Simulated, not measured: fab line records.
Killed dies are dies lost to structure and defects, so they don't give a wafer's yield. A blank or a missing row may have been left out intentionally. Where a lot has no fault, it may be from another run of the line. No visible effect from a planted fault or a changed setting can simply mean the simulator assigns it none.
Split-lot experiment    flow gf180mcu    23 wafers read across 5 lots, on a route 602 steps long

== THE SPLIT ITSELF ==
At GF_V4_CMP_04 (polishes SiO2), the setting leave above ref nm was moved away from the recipe's 632.5 nm on 8 of the 23 wafers read, by -3.0% to +4.4%. For the rest of the wafers, this setting stayed at what the recipe calls for.

== FROM THE SPLIT TO THE READING: what the file shows between them, 2 steps ==
- GF_V4_DEVELOP_13: develop time 60 s (also split here: dev temp c)
- GF_V4_ETCH_16: etches BARC in N2/H2

== THE READING ==
V4.feature depth nm (the simulator's own value, which no gauge read), in nm, at GF_V4_ETCH_17 (etches SiO2 in C4F8/O2/Ar, stops on TiN, target depth 630 nm). No usual value for it is given in the file. Average 632.9 nm, standard deviation 1.2 nm, over the 15 wafers here run with the recipe.

wafer   tool, chamber at the split  leave above ref nm as run, nm  against the recipe  V4.feature depth nm, nm  against lot-mates on the recipe
L080.1  cmp-01, 0,2                 613.3                          -3.0%               612.3                    -19.6
L080.5  cmp-01, 0,2                 613.3                          -3.0%               612.3                    -19.6
L080.2  cmp-01, 3                   613.3                          -3.0%               614.7                    -17.2
L080.3  cmp-01, 1                   632.5                          recipe              632.1                    -
L080.6  cmp-01, 1                   632.5                          recipe              631.7                    -
L082.1  cmp-01, 0                   660.6                          +4.4%               659.2                    +27.8
L082.3  cmp-01, 3                   632.5                          recipe              632.2                    -
L082.4  cmp-01, 1                   660.6                          +4.4%               661.1                    +29.7
L082.5  cmp-01, 1,2                 632.5                          recipe              631                      -
L082.6  cmp-01, 1,2                 632.5                          recipe              631                      -
L083.2  cmp-01, 0                   615.1                          -2.8%               614                      -18.7
L083.3  cmp-01, 2                   615.1                          -2.8%               613.9                    -18.8
L083.4  cmp-01, 3                   632.5                          recipe              633.7                    -
L083.5  cmp-01, 3                   615.1                          -2.8%               616.9                    -15.8
L083.6  cmp-01, 2                   632.5                          recipe              631.7                    -
L084.3  cmp-01, 3                   632.5                          recipe              634.2                    -
L084.4  cmp-01, 1                   632.5                          recipe              633.6                    -
L084.6  cmp-01, 3                   632.5                          recipe              633.9                    -
L085.2  cmp-02, 1                   632.5                          recipe              635.4                    -
L085.3  cmp-02, 0                   632.5                          recipe              633.1                    -
L085.4  cmp-02, 2                   632.5                          recipe              632.3                    -
L085.5  cmp-02, 1                   632.5                          recipe              633.9                    -
L085.6  cmp-02, 0                   632.5                          recipe              633.7                    -
Rows listing several chambers each stand for several wafers; the file does not say which wafer went through which chamber.

FIT RESULTS
A straight line over all 23 wafers: V4.feature depth nm changes by +6.33 nm for each +1% of leave above ref nm; r = +0.99; the points scatter about the line by 1.3 nm.
The same after taking each lot's own level away (the mean of its wafers on the recipe; 23 wafers): +6.39 nm for each +1%; r = +1.00; scatter 1 nm.
That fit puts the effect of the largest move of leave above ref nm on the reading at 28 nm.
Across the lots, their own levels run from 631.40 to 633.90 nm, a range of 2.0 times the standard deviation given above.
The two slopes are in agreement: the lot-to-lot level therefore moves the slope only a little.
Check: with one of the wafers moved furthest among these (+4.4%) left out of the fit, the line predicts +28.8 nm for it against its lot-mates. Against them it came out at +27.8 nm.

== OTHER SPLITS APPLIED TO THESE WAFERS ==
Note: prior to the reading, these wafers also went through further splits. Each is held against what the fit with the lots' levels taken away leaves over:
other split on the same wafers  wafers away from the commonest value  r with V4.feature depth nm (lot level and that fit taken away)
GF_M4_METAL_ETCH_16 icp w       10                                    -0.06
GF_V4_DEVELOP_13 dev temp c     2                                     -0.03

== THE WHOLE CHAIN: every reading that the file lists as answering this split, in the file's order ==
step           what it does                                                  reading                                                                    change (the file's fit)               r (the file's)
GF_V4_CMP_04   polishes SiO2                                                 SiO2_of_V4_CVD_02.thk nm (the simulator's own value, which no gauge read)  +6.39 nm for each +1% of the setting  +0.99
GF_V4_ETCH_17  etches SiO2 in C4F8/O2/Ar, stops on TiN, target depth 630 nm  V4.feature depth nm (the simulator's own value, which no gauge read)       +6.39 nm for each +1% of the setting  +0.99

== FILE'S OWN FIT ==
V4.feature depth nm changes by +6.39 nm for each +1% of leave above ref nm, r = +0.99.
